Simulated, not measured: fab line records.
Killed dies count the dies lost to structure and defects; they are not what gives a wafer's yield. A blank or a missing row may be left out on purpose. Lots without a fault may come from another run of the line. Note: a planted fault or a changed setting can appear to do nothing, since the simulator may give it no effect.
Which tool is to blame? | flow sky130 | Sampling: 15 lots, 45 wafers, 4 of 708 route steps

## WHAT THE GAUGES SHOWED, per wafer
SKY_SPACER_THK_MEAS_01. Usual: SPACER_CVD_00_THK gives 43.4 nm (standard deviation 0.36).
lot  | measured     | on            | SPACER_CVD_00_THK (nm) | flag
L449 | day 22 15:07 | film-metro-03 | 42.8 42.6 43.2         |
L450 | day 23 13:34 | film-metro-01 | 43.2 43.0 42.9         |
L452 | day 23 22:49 | film-metro-04 | 42.9 43.2 43.0         |
L454 | day 24 20:47 | film-metro-01 | 42.9 43.1 43.5         |
L455 | day 25 02:08 | film-metro-03 | 43.4 43.1 43.2         |
L456 | day 25 19:22 | film-metro-01 | 42.7 43.2 43.2         |
L458 | day 26 05:48 | film-metro-03 | 43.4 43.6 42.9         |
L459 | day 26 14:04 | film-metro-04 | 43.5 43.3 43.5         |
L461 | day 27 04:27 | film-metro-03 | 43.9 43.9 43.9         |
L460 | day 27 07:14 | film-metro-01 | 43.8 43.4 43.7         |
L462 | day 27 18:38 | film-metro-03 | 43.9 43.5 43.7         |
L463 | day 28 02:55 | film-metro-03 | 43.3 43.6 43.3         |
L467 | day 29 12:58 | film-metro-04 | 44.0 43.9 43.8         |
L472 | day 31 11:22 | film-metro-04 | 43.6 43.2 43.5         |
L471 | day 31 15:17 | film-metro-03 | 43.7 43.4 43.7         |

SKY_SD_P_TW_MEAS_11. Usual: SD_P_TW gives 2865 (standard deviation 26).
lot  | measured     | on            | SD_P_TW        | flag
L449 | day 25 04:22 | film-metro-02 | 2866 2845 2851 |
L450 | day 26 01:46 | film-metro-04 | 2842 2837 2818 |
L452 | day 26 11:01 | film-metro-02 | 2856 2853 2843 |
L454 | day 27 07:44 | film-metro-01 | 2890 2895 2893 |
L455 | day 27 13:29 | film-metro-01 | 2895 2880 2867 |
L456 | day 28 05:37 | film-metro-01 | 2898 2915 2902 |
L458 | day 28 15:24 | film-metro-02 | 2852 2853 2862 |
L459 | day 29 00:22 | film-metro-01 | 2867 2885 2880 |
L461 | day 29 13:01 | film-metro-02 | 2850 2862 2861 |
L467 | day 31 20:23 | film-metro-04 | 2825 2825 2843 |
L472 | day 33 17:44 | film-metro-02 | 2837 2833 2830 |
L471 | day 33 20:55 | film-metro-02 | 2833 2839 2840 |

## TOOL THAT RAN EACH LOT (tool first, then ch and the chambers of the sampled wafers, then the start)
lot  | SKY_POLY_CUT_PEB_06               | SKY_POLY_CUT_ETCH_11
L449 | litho-track-03 ch 0, day 23 21:00 | rie-diel-04 ch 1,2,3, day 23 21:59
L450 | litho-track-03 ch 0, day 24 19:00 | rie-diel-02 ch 1,3, day 24 19:41
L452 | litho-track-03 ch 0, day 25 04:00 | rie-diel-02 ch 0,1, day 25 05:20
L454 | litho-track-03 ch 0, day 26 02:00 | rie-diel-02 ch 0,1,3, day 26 02:44
L455 | litho-track-03 ch 0, day 26 07:00 | rie-diel-01 ch 0,1,3, day 26 07:59
L456 | litho-track-01 ch 0, day 27 00:00 | rie-diel-04 ch 1,3, day 27 00:51
L458 | litho-track-01 ch 0, day 27 09:00 | rie-diel-01 ch 0,3, day 27 10:21
L459 | litho-track-03 ch 0, day 27 19:00 | rie-diel-02 ch 0,1,2, day 27 19:38
L461 | litho-track-01 ch 0, day 28 08:00 | rie-diel-04 ch 0,1, day 28 09:09
L460 | litho-track-01, day 28 11:00      | rie-diel-01 ch 0,1,3, day 28 12:00
L462 | litho-track-03, day 28 22:00      | rie-diel-02 ch 1,3, day 28 22:56
L463 | litho-track-01, day 29 06:00      | rie-diel-01 ch 0,1,3, day 29 07:06
L467 | litho-track-03 ch 0, day 30 16:00 | rie-diel-04 ch 0,2, day 30 16:53
L472 | litho-track-01 ch 0, day 32 14:00 | rie-diel-02 ch 0,2,3, day 32 14:45
L471 | litho-track-01 ch 0, day 32 17:00 | rie-diel-04 ch 0,2,3, day 32 18:24
- SKY_POLY_CUT_PEB_06
- SKY_POLY_CUT_ETCH_11: etches Si3N4 in CF4/CH2F2/Ar, stops on poly-Si, time 42.5 s, target depth 60 nm.

## AS READ BY THE TOOLS THEMSELVES (means over the sampled wafers that have a number; for cases with no such wafer, the mark the record gives instead)
SKY_POLY_CUT_PEB_06. Usual: exhaust-pa 44.9 Pa, standard deviation 0.85.
lot  | tool           | exhaust-pa (Pa) | flag
L449 | litho-track-03 | 45.6            |
L450 | litho-track-03 | 45.8            |
L452 | litho-track-03 | 44.0            |
L454 | litho-track-03 | 45.0            |
L455 | litho-track-03 | 46.0            |
L456 | litho-track-01 | 45.4            |
L458 | litho-track-01 | 44.5            |
L459 | litho-track-03 | 45.2            |
L461 | litho-track-01 | 45.3            |
L460 | litho-track-01 | -               | OFF
L462 | litho-track-03 | -               | OFF
L463 | litho-track-01 | -               | OFF
L467 | litho-track-03 | 44.4            |
L472 | litho-track-01 | 44.0            |
L471 | litho-track-01 | 45.2            |

SKY_POLY_CUT_ETCH_11. Usual: cf4-flow-sccm 40.02 sccm, standard deviation 0.12; drypump-motor-current-A 5.9 A, standard deviation 0.43; mfc-ar-sccm 150.0 sccm, standard deviation 0.45; oes-product-au 0.831 a.u., standard deviation 0.0062; throttle-valve-pct 14.993 %, standard deviation 0.0084.
lot  | tool        | cf4-flow-sccm (sccm) | drypump-motor-current-A (A) | mfc-ar-sccm (sccm) | oes-product-au (a.u.) | throttle-valve-pct (%) | flag
L449 | rie-diel-04 | 40.02                | 6.2                         | 149.8              | 0.826                 | 14.995                 |
L450 | rie-diel-02 | 39.82                | 5.8                         | 149.8              | 0.836                 | 14.997                 |
L452 | rie-diel-02 | 39.89                | 5.8                         | 149.5              | 0.832                 | 14.997                 |
L454 | rie-diel-02 | 40.05                | 5.9                         | 149.6              | 0.821                 | 14.990                 |
L455 | rie-diel-01 | 40.17                | 5.4                         | 150.1              | 0.830                 | 14.989                 |
L456 | rie-diel-04 | 39.94                | 6.2                         | 150.4              | 0.827                 | 14.991                 |
L458 | rie-diel-01 | 39.99                | 5.2                         | 150.1              | 0.827                 | 14.990                 |
L459 | rie-diel-02 | 40.03                | 5.8                         | 150.2              | 0.826                 | 14.996                 |
L461 | rie-diel-04 | 40.04                | 6.4                         | 150.2              | 0.834                 | 15.002                 |
L460 | rie-diel-01 | 40.00                | 5.4                         | 150.1              | 0.827                 | 14.994                 |
L462 | rie-diel-02 | 39.92                | 5.9                         | 150.2              | 0.831                 | 14.988                 |
L463 | rie-diel-01 | 39.93                | 5.4                         | 149.6              | 0.826                 | 14.993                 |
L467 | rie-diel-04 | 40.07                | 6.5                         | 150.0              | 0.826                 | 14.997                 |
L472 | rie-diel-02 | 40.03                | 5.9                         | 149.8              | 0.833                 | 14.991                 |
L471 | rie-diel-04 | 39.90                | 6.4                         | 149.5              | 0.835                 | 14.998                 |

## THE ANSWER, worked out from the rows above alone
Rule: a lot is off if the mean of its wafers that have a number lies more than 3 standard deviations from the usual mean. Also off: a lot with no number at a reading for which 4 or more lots have one. The other lots that the step has rows for count as sound. Order of review: gauges by route order, followed by the tools' own readings, for which a lot's mean as printed above is used. At the first step where some lot is off, the reading lying furthest off is the one used; lots without a number count as furthest.
Off at SKY_POLY_CUT_PEB_06 (exhaust-pa): L460, L462, L463. Without a number there: L460, L462, L463.
If a tool, at that step or one of the process steps before it, ran each lot that is off and ran no sound lot following the first of them, it fits. Of those tried, none fits.

## WHAT HAD BEEN PUT IN BY THE SIMULATOR
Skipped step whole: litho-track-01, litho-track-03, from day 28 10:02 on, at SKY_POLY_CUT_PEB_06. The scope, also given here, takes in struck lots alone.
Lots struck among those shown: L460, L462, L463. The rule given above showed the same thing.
